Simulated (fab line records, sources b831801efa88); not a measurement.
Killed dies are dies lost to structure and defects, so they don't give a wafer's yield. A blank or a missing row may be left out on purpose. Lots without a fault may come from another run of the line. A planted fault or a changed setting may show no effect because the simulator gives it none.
One fault seen from 2 desks | flow gf180mcu | each desk has only its own numbers; what lay behind them comes last

THE METROLOGY DESK
What the gauges read, lot by lot, whatever tool the lot ran on: means of the sampled wafers that have a number. A lot is out of limits, marked OUT, if its mean lies more than 4 standard deviations from the usual mean; the brackets give that distance.
Columns: A = V3_W_RS at GF_V3_RS_MEAS_24, usual 0.327 ohm/sq; B = V3_W_THK at GF_V3_THK_MEAS_25, usual 368 nm
lot  | first seen here | A     | B
L842 | day 23 18:03    | 0.330 | 361
L845 | day 25 01:49    | 0.326 | 366
L851 | day 26 16:26    | 0.329 | 370
L853 | day 27 08:06    | 0.324 | 369
L858 | day 28 15:25    | 0.329 | 361
L859 | day 28 21:50    | 0.325 | 375
This desk's finding: nothing out of limits on any of the 6 lots.

THE TOOL OWNER'S DESK: pvd_sputter-02
The tool's own readings at GF_M4_SPUTTER_03 (material Ti, target thk 10 nm, time 6.7 s): means of the sampled wafers that have a number, for each lot that ran on this tool. A lot is out of limits, marked OUT, if its mean lies more than 4 standard deviations from the usual mean; the brackets give that distance.
Columns: A = cathode_dc_power_W at GF_M4_SPUTTER_03, usual 3000.0 W; B = chamber_pressure_pa at GF_M4_SPUTTER_03, usual 0.3000 Pa; C = throttle_valve_pct at GF_M4_SPUTTER_03, usual 30.1 %
lot  | first seen here | A                        | B      | C
L845 | day 25 02:25    | 2999.6                   | 0.3001 | 29.8
L851 | day 26 17:04    | 2829.8 (-99 or more) OUT | 0.3005 | 29.4
L853 | day 27 08:44    | 2831.2 (-99 or more) OUT | 0.3002 | 29.4
This desk's finding: out of limits on L851, L853; first on L851, day 26 17:04 (cathode_dc_power_W at GF_M4_SPUTTER_03). In limits: L845.

PUT TOGETHER
The tool owner's desk could have raised an alarm at day 26 17:04, on L851, L853.
The metrology desk saw nothing out of limits.
The metrology desk has L851, L853 on record, within its limits.
Of the lots named, all ran GF_M4_SPUTTER_03 on pvd_sputter-02.

WHAT THE SIMULATOR HAD PUT IN
Process parameter drift: pvd_sputter-02, from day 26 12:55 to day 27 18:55, at GF_M4_SPUTTER_03. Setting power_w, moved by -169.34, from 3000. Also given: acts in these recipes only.
Lots struck among those shown: L851, L853.
Hours from the fault's start to each desk's first reading out of limits: the tool owner's desk, 4.
